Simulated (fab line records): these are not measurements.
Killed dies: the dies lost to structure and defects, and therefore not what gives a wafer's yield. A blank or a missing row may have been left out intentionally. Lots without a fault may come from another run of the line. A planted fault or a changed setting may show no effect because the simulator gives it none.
The tool behind it: which one? :: flow sky130 :: Sampling: 12 lots, 36 wafers, 5 of 708 route steps

## WHAT THE GAUGES READ, wafer by wafer
No reading from a measuring or inspecting step in the record can be judged against a usual standard deviation.

## EACH LOT AND THE TOOL THAT RAN IT (in order: tool; ch and the chambers of the sampled wafers; start)
lot: L902
SKY_METAL4_STRIP_19: plasma-asher-02 ch 0,1, day 41 19:10
SKY_METAL5_SPUTTER_00: pvd-sputter-04, day 42 21:01
SKY_METAL5_SPUTTER_02: pvd-sputter-04, day 42 21:04
SKY_METAL5_SPUTTER_04: pvd-sputter-04, day 42 21:07
SKY_PAD_OPEN_PROBE_99: prober-02, day 45 18:32

lot: L906
SKY_METAL4_STRIP_19: plasma-asher-02 ch 0,1, day 43 02:02
SKY_METAL5_SPUTTER_00: pvd-sputter-04, day 44 03:22
SKY_METAL5_SPUTTER_02: pvd-sputter-04, day 44 03:25
SKY_METAL5_SPUTTER_04: pvd-sputter-04, day 44 03:29
SKY_PAD_OPEN_PROBE_99: prober-02, day 46 20:32

lot: L908
SKY_METAL4_STRIP_19: plasma-asher-03 ch 0,1, day 43 20:20
SKY_METAL5_SPUTTER_00: pvd-sputter-01, day 44 21:22
SKY_METAL5_SPUTTER_02: pvd-sputter-01, day 44 21:25
SKY_METAL5_SPUTTER_04: pvd-sputter-01, day 44 21:29
SKY_PAD_OPEN_PROBE_99: prober-02, day 47 13:32

lot: L912
SKY_METAL4_STRIP_19: plasma-asher-02 ch 0,1, day 45 01:14
SKY_METAL5_SPUTTER_00: pvd-sputter-01, day 46 00:15
SKY_METAL5_SPUTTER_02: pvd-sputter-01, day 46 00:18
SKY_METAL5_SPUTTER_04: pvd-sputter-01, day 46 00:22
SKY_PAD_OPEN_PROBE_99: prober-02, day 48 15:32

lot: L911
SKY_METAL4_STRIP_19: plasma-asher-02 ch 0,1, day 45 02:05
SKY_METAL5_SPUTTER_00: pvd-sputter-02, day 46 00:54
SKY_METAL5_SPUTTER_02: pvd-sputter-02, day 46 00:57
SKY_METAL5_SPUTTER_04: pvd-sputter-02, day 46 01:01
SKY_PAD_OPEN_PROBE_99: prober-01, day 48 16:40

lot: L910
SKY_METAL4_STRIP_19: plasma-asher-02 ch 0,1, day 45 03:38
SKY_METAL5_SPUTTER_00: pvd-sputter-01, day 46 02:54
SKY_METAL5_SPUTTER_02: pvd-sputter-01, day 46 02:57
SKY_METAL5_SPUTTER_04: pvd-sputter-01, day 46 03:01
SKY_PAD_OPEN_PROBE_99: prober-02, day 48 17:16

lot: L913
SKY_METAL4_STRIP_19: plasma-asher-02 ch 0,1, day 45 11:07
SKY_METAL5_SPUTTER_00: pvd-sputter-04, day 46 09:30
SKY_METAL5_SPUTTER_02: pvd-sputter-04, day 46 09:33
SKY_METAL5_SPUTTER_04: pvd-sputter-04, day 46 09:37
SKY_PAD_OPEN_PROBE_99: prober-01, day 48 23:44

lot: L915
SKY_METAL4_STRIP_19: plasma-asher-02 ch 0,1, day 45 13:11
SKY_METAL5_SPUTTER_00: pvd-sputter-01, day 46 12:30
SKY_METAL5_SPUTTER_02: pvd-sputter-01, day 46 12:33
SKY_METAL5_SPUTTER_04: pvd-sputter-01, day 46 12:37
SKY_PAD_OPEN_PROBE_99: prober-01, day 49 02:08

lot: L917
SKY_METAL4_STRIP_19: plasma-asher-03 ch 0,1, day 46 04:05
SKY_METAL5_SPUTTER_00: pvd-sputter-02, day 47 03:22
SKY_METAL5_SPUTTER_02: pvd-sputter-02, day 47 03:26
SKY_METAL5_SPUTTER_04: pvd-sputter-02, day 47 03:31
SKY_PAD_OPEN_PROBE_99: prober-01, day 49 13:59

lot: L918
SKY_METAL4_STRIP_19: plasma-asher-02 ch 0,1, day 46 06:29
SKY_METAL5_SPUTTER_00: pvd-sputter-01, day 47 05:06
SKY_METAL5_SPUTTER_02: pvd-sputter-01, day 47 05:09
SKY_METAL5_SPUTTER_04: pvd-sputter-01, day 47 05:13
SKY_PAD_OPEN_PROBE_99: prober-02, day 49 16:05

lot: L920
SKY_METAL4_STRIP_19: plasma-asher-03 ch 0,1, day 46 22:35
SKY_METAL5_SPUTTER_00: pvd-sputter-04, day 47 20:59
SKY_METAL5_SPUTTER_02: pvd-sputter-04, day 47 21:01
SKY_METAL5_SPUTTER_04: pvd-sputter-04, day 47 21:05
SKY_PAD_OPEN_PROBE_99: prober-02, day 50 05:52

lot: L921
SKY_METAL4_STRIP_19: plasma-asher-04 ch 0,1, day 46 23:34
SKY_METAL5_SPUTTER_00: pvd-sputter-01, day 47 21:33
SKY_METAL5_SPUTTER_02: pvd-sputter-01, day 47 21:36
SKY_METAL5_SPUTTER_04: pvd-sputter-01, day 47 21:40
SKY_PAD_OPEN_PROBE_99: prober-01, day 50 06:55
- SKY_METAL4_STRIP_19: strips in O2/N2.
- SKY_METAL5_SPUTTER_00: material Ti, target thk 15 nm, time 10 s.
- SKY_METAL5_SPUTTER_02: material AlCu, target thk 1150 nm, time 61.2 s.
- SKY_METAL5_SPUTTER_04: material TiN, target thk 70 nm, time 58.3 s.
- SKY_PAD_OPEN_PROBE_99

## WHAT THE TOOLS THEMSELVES READ (means of the sampled wafers that have a number; where no wafer has one, the mark that the record gives instead)
SKY_METAL4_STRIP_19. Usual: drypump-motor-current-A 5.5 A, standard deviation 0.34; oes-product-au 0.498 a.u., standard deviation 0.0066; strip-time-to-endpoint-s 6.43 s, standard deviation 0.1.
lot: L902
tool: plasma-asher-02
drypump-motor-current-A (A): 5.6
oes-product-au (a.u.): 0.491
strip-time-to-endpoint-s (s): 6.34
flag: 

lot: L906
tool: plasma-asher-02
drypump-motor-current-A (A): 5.6
oes-product-au (a.u.): 0.491
strip-time-to-endpoint-s (s): 6.36
flag: 

lot: L908
tool: plasma-asher-03
drypump-motor-current-A (A): 5.7
oes-product-au (a.u.): 0.501
strip-time-to-endpoint-s (s): 6.55
flag: 

lot: L912
tool: plasma-asher-02
drypump-motor-current-A (A): 5.5
oes-product-au (a.u.): 0.503
strip-time-to-endpoint-s (s): 6.54
flag: 

lot: L911
tool: plasma-asher-02
drypump-motor-current-A (A): 5.6
oes-product-au (a.u.): 0.497
strip-time-to-endpoint-s (s): 6.45
flag: 

lot: L910
tool: plasma-asher-02
drypump-motor-current-A (A): 5.6
oes-product-au (a.u.): 0.495
strip-time-to-endpoint-s (s): 6.36
flag: 

lot: L913
tool: plasma-asher-02
drypump-motor-current-A (A): 5.5
oes-product-au (a.u.): 0.492
strip-time-to-endpoint-s (s): 6.42
flag: 

lot: L915
tool: plasma-asher-02
drypump-motor-current-A (A): 5.5
oes-product-au (a.u.): 0.496
strip-time-to-endpoint-s (s): 6.42
flag: 

lot: L917
tool: plasma-asher-03
drypump-motor-current-A (A): 5.8
oes-product-au (a.u.): 0.502
strip-time-to-endpoint-s (s): 6.49
flag: 

lot: L918
tool: plasma-asher-02
drypump-motor-current-A (A): 5.6
oes-product-au (a.u.): 0.502
strip-time-to-endpoint-s (s): 6.45
flag: 

lot: L920
tool: plasma-asher-03
drypump-motor-current-A (A): 5.7
oes-product-au (a.u.): 0.496
strip-time-to-endpoint-s (s): 6.48
flag: 

lot: L921
tool: plasma-asher-04
drypump-motor-current-A (A): 5.0
oes-product-au (a.u.): 0.494
strip-time-to-endpoint-s (s): 6.34
flag: 

SKY_METAL5_SPUTTER_00. Usual: 30.4 % for throttle-valve-pct, sd 1.
lot: L902
tool: pvd-sputter-04
throttle-valve-pct (%): 30.0
flag: 

lot: L906
tool: pvd-sputter-04
throttle-valve-pct (%): 30.1
flag: 

lot: L908
tool: pvd-sputter-01
throttle-valve-pct (%): 30.4
flag: 

lot: L912
tool: pvd-sputter-01
throttle-valve-pct (%): 30.6
flag: 

lot: L911
tool: pvd-sputter-02
throttle-valve-pct (%): 30.5
flag: 

lot: L910
tool: pvd-sputter-01
throttle-valve-pct (%): 31.0
flag: 

lot: L913
tool: pvd-sputter-04
throttle-valve-pct (%): 30.5
flag: 

lot: L915
tool: pvd-sputter-01
throttle-valve-pct (%): 31.0
flag: 

lot: L917
tool: pvd-sputter-02
throttle-valve-pct (%): 31.2
flag: 

lot: L918
tool: pvd-sputter-01
throttle-valve-pct (%): 30.5
flag: 

lot: L920
tool: pvd-sputter-04
throttle-valve-pct (%): 29.1
flag: 

lot: L921
tool: pvd-sputter-01
throttle-valve-pct (%): 31.1
flag: 

SKY_METAL5_SPUTTER_02. Usual: 30.4 % for throttle-valve-pct, sd 0.99.
lot: L902
tool: pvd-sputter-04
throttle-valve-pct (%): 30.0
flag: 

lot: L906
tool: pvd-sputter-04
throttle-valve-pct (%): 29.9
flag: 

lot: L908
tool: pvd-sputter-01
throttle-valve-pct (%): 30.5
flag: 

lot: L912
tool: pvd-sputter-01
throttle-valve-pct (%): 30.6
flag: 

lot: L911
tool: pvd-sputter-02
throttle-valve-pct (%): 30.6
flag: 

lot: L910
tool: pvd-sputter-01
throttle-valve-pct (%): 30.9
flag: 

lot: L913
tool: pvd-sputter-04
throttle-valve-pct (%): 30.5
flag: 

lot: L915
tool: pvd-sputter-01
throttle-valve-pct (%): 31.0
flag: 

lot: L917
tool: pvd-sputter-02
throttle-valve-pct (%): 31.0
flag: 

lot: L918
tool: pvd-sputter-01
throttle-valve-pct (%): 30.6
flag: 

lot: L920
tool: pvd-sputter-04
throttle-valve-pct (%): 29.4
flag: 

lot: L921
tool: pvd-sputter-01
throttle-valve-pct (%): 31.2
flag: 

SKY_METAL5_SPUTTER_04. Usual: 30.4 % for throttle-valve-pct, sd 1.
lot: L902
tool: pvd-sputter-04
throttle-valve-pct (%): 30.1
flag: 

lot: L906
tool: pvd-sputter-04
throttle-valve-pct (%): 30.0
flag: 

lot: L908
tool: pvd-sputter-01
throttle-valve-pct (%): 30.5
flag: 

lot: L912
tool: pvd-sputter-01
throttle-valve-pct (%): 30.6
flag: 

lot: L911
tool: pvd-sputter-02
throttle-valve-pct (%): 30.4
flag: 

lot: L910
tool: pvd-sputter-01
throttle-valve-pct (%): 31.1
flag: 

lot: L913
tool: pvd-sputter-04
throttle-valve-pct (%): 30.6
flag: 

lot: L915
tool: pvd-sputter-01
throttle-valve-pct (%): 31.0
flag: 

lot: L917
tool: pvd-sputter-02
throttle-valve-pct (%): 31.0
flag: 

lot: L918
tool: pvd-sputter-01
throttle-valve-pct (%): 30.5
flag: 

lot: L920
tool: pvd-sputter-04
throttle-valve-pct (%): 29.2
flag: 

lot: L921
tool: pvd-sputter-01
throttle-valve-pct (%): 31.2
flag: 

SKY_PAD_OPEN_PROBE_99. Usual: defect-limited-yield 82.5 %, standard deviation 1.8; killed_at_M0_to_M3 42, standard deviation 6.6; killed_at_M4_up 3.0, standard deviation 1.8; killed-at-contacts 25, standard deviation 5.1; killed-at-front-end 15, standard deviation 4.4; killed-at-other 0.3, standard deviation 0.56; killed-dies 86, standard deviation 8.6; killed-on-rim 17, standard deviation 3.9; killed-open 47, standard deviation 6.9; killed-short 38, standard deviation 6; sort_bin_3_pad_short 0.8 %, standard deviation 0.42; sort_bin_5_function 10.6 %, standard deviation 1.5; sort_bin_6_memory 6.1 %, standard deviation 1.1; sort-n-pass 406, standard deviation 8.6; sort-yield-pct 82.5 %, standard deviation 1.8.
lot: L902
tool: prober-02
defect-limited-yield (%): 83.4
killed_at_M0_to_M3: 37
killed_at_M4_up: 2.0
killed-at-contacts: 29
killed-at-front-end: 14
killed-at-other: 0.0
killed-dies: 82
killed-on-rim: 16
killed-open: 44
killed-short: 37
sort_bin_3_pad_short (%): 0.9
sort_bin_5_function (%): 9.6
sort_bin_6_memory (%): 6.2
sort-n-pass: 410
sort-yield-pct (%): 83.4
flag: 

lot: L906
tool: prober-02
defect-limited-yield (%): 82.2
killed_at_M0_to_M3: 38
killed_at_M4_up: 2.0
killed-at-contacts: 30
killed-at-front-end: 17
killed-at-other: 0.3
killed-dies: 88
killed-on-rim: 18
killed-open: 48
killed-short: 40
sort_bin_3_pad_short (%): 1.1
sort_bin_5_function (%): 10.1
sort_bin_6_memory (%): 6.6
sort-n-pass: 404
sort-yield-pct (%): 82.2
flag: 

lot: L908
tool: prober-02
defect-limited-yield (%): 82.7
killed_at_M0_to_M3: 42
killed_at_M4_up: 2.0
killed-at-contacts: 28
killed-at-front-end: 13
killed-at-other: 0.3
killed-dies: 85
killed-on-rim: 13
killed-open: 45
killed-short: 40
sort_bin_3_pad_short (%): 0.8
sort_bin_5_function (%): 10.9
sort_bin_6_memory (%): 5.6
sort-n-pass: 407
sort-yield-pct (%): 82.7
flag: 

lot: L912
tool: prober-02
defect-limited-yield (%): 82.6
killed_at_M0_to_M3: 43
killed_at_M4_up: 3.7
killed-at-contacts: 24
killed-at-front-end: 15
killed-at-other: 0.0
killed-dies: 85
killed-on-rim: 16
killed-open: 40
killed-short: 45
sort_bin_3_pad_short (%): 0.9
sort_bin_5_function (%): 9.9
sort_bin_6_memory (%): 6.5
sort-n-pass: 407
sort-yield-pct (%): 82.6
flag: 

lot: L911
tool: prober-01
defect-limited-yield (%): 83.9
killed_at_M0_to_M3: 41
killed_at_M4_up: 1.7
killed-at-contacts: 25
killed-at-front-end: 12
killed-at-other: 0.0
killed-dies: 79
killed-on-rim: 19
killed-open: 41
killed-short: 38
sort_bin_3_pad_short (%): 1.1
sort_bin_5_function (%): 9.4
sort_bin_6_memory (%): 5.6
sort-n-pass: 413
sort-yield-pct (%): 83.9
flag: 

lot: L910
tool: prober-02
defect-limited-yield (%): 82.5
killed_at_M0_to_M3: 47
killed_at_M4_up: 4.3
killed-at-contacts: 24
killed-at-front-end: 10
killed-at-other: 0.7
killed-dies: 86
killed-on-rim: 17
killed-open: 49
killed-short: 37
sort_bin_3_pad_short (%): 0.7
sort_bin_5_function (%): 11.9
sort_bin_6_memory (%): 5.0
sort-n-pass: 406
sort-yield-pct (%): 82.5
flag: 

lot: L913
tool: prober-01
defect-limited-yield (%): 80.5
killed_at_M0_to_M3: 44
killed_at_M4_up: 2.3
killed-at-contacts: 30
killed-at-front-end: 19
killed-at-other: 0.3
killed-dies: 96
killed-on-rim: 17
killed-open: 47
killed-short: 49
sort_bin_3_pad_short (%): 0.9
sort_bin_5_function (%): 11.8
sort_bin_6_memory (%): 6.8
sort-n-pass: 396
sort-yield-pct (%): 80.5
flag: 

lot: L915
tool: prober-01
defect-limited-yield (%): 83.9
killed_at_M0_to_M3: 40
killed_at_M4_up: 3.0
killed-at-contacts: 22
killed-at-front-end: 15
killed-at-other: 0.0
killed-dies: 79
killed-on-rim: 15
killed-open: 48
killed-short: 30
sort_bin_3_pad_short (%): 0.7
sort_bin_5_function (%): 9.4
sort_bin_6_memory (%): 6.0
sort-n-pass: 413
sort-yield-pct (%): 83.9
flag: 

lot: L917
tool: prober-01
defect-limited-yield (%): 82.2
killed_at_M0_to_M3: 45
killed_at_M4_up: 1.7
killed-at-contacts: 23
killed-at-front-end: 17
killed-at-other: 0.0
killed-dies: 87
killed-on-rim: 22
killed-open: 47
killed-short: 40
sort_bin_3_pad_short (%): 0.8
sort_bin_5_function (%): 10.5
sort_bin_6_memory (%): 6.4
sort-n-pass: 405
sort-yield-pct (%): 82.2
flag: 

lot: L918
tool: prober-02
defect-limited-yield (%): 76.5
killed_at_M0_to_M3: 39
killed_at_M4_up: 40.7
killed-at-contacts: 21
killed-at-front-end: 15
killed-at-other: 0.3
killed-dies: 116
killed-on-rim: 22
killed-open: 44
killed-short: 34
sort_bin_3_pad_short (%): 2.4
sort_bin_5_function (%): 14.3
sort_bin_6_memory (%): 6.7
sort-n-pass: 376
sort-yield-pct (%): 76.5
flag: OFF

lot: L920
tool: prober-02
defect-limited-yield (%): 83.6
killed_at_M0_to_M3: 37
killed_at_M4_up: 1.3
killed-at-contacts: 24
killed-at-front-end: 18
killed-at-other: 0.3
killed-dies: 81
killed-on-rim: 16
killed-open: 46
killed-short: 34
sort_bin_3_pad_short (%): 0.4
sort_bin_5_function (%): 11.1
sort_bin_6_memory (%): 4.9
sort-n-pass: 411
sort-yield-pct (%): 83.6
flag: 

lot: L921
tool: prober-01
defect-limited-yield (%): 75.8
killed_at_M0_to_M3: 37
killed_at_M4_up: 47.0
killed-at-contacts: 22
killed-at-front-end: 13
killed-at-other: 0.7
killed-dies: 119
killed-on-rim: 19
killed-open: 43
killed-short: 32
sort_bin_3_pad_short (%): 2.3
sort_bin_5_function (%): 15.8
sort_bin_6_memory (%): 6.0
sort-n-pass: 373
sort-yield-pct (%): 75.8
flag: OFF

## THE ANSWER, worked out from the rows above alone
Rule: lot off if the mean of its wafers having a number is beyond 3 standard deviations from the usual mean. A lot without any number at a reading at which 4 lots or more have one is off too. The other lots that the step has rows for count as sound. The gauges are gone through in route order, then the tools' own readings, and for those a lot's mean is taken as printed above. At the first step where some lot is off, the reading lying furthest off is the one used; lots without a number count as furthest.
Off: L918, L921, at SKY_PAD_OPEN_PROBE_99 (killed_at_M4_up).
If a tool, at that step or one of the process steps before it, ran each lot that is off and ran no sound lot following the first of them, it fits. One fits: SKY_METAL5_SPUTTER_00 and SKY_METAL5_SPUTTER_02 and SKY_METAL5_SPUTTER_04 on pvd-sputter-01. At SKY_METAL5_SPUTTER_00 its last sound lot is L915 (day 46 12:30), its first lot that is off L918 (day 47 05:06): a fault that began between those two fits.

## WHAT THE SIMULATOR PUT IN
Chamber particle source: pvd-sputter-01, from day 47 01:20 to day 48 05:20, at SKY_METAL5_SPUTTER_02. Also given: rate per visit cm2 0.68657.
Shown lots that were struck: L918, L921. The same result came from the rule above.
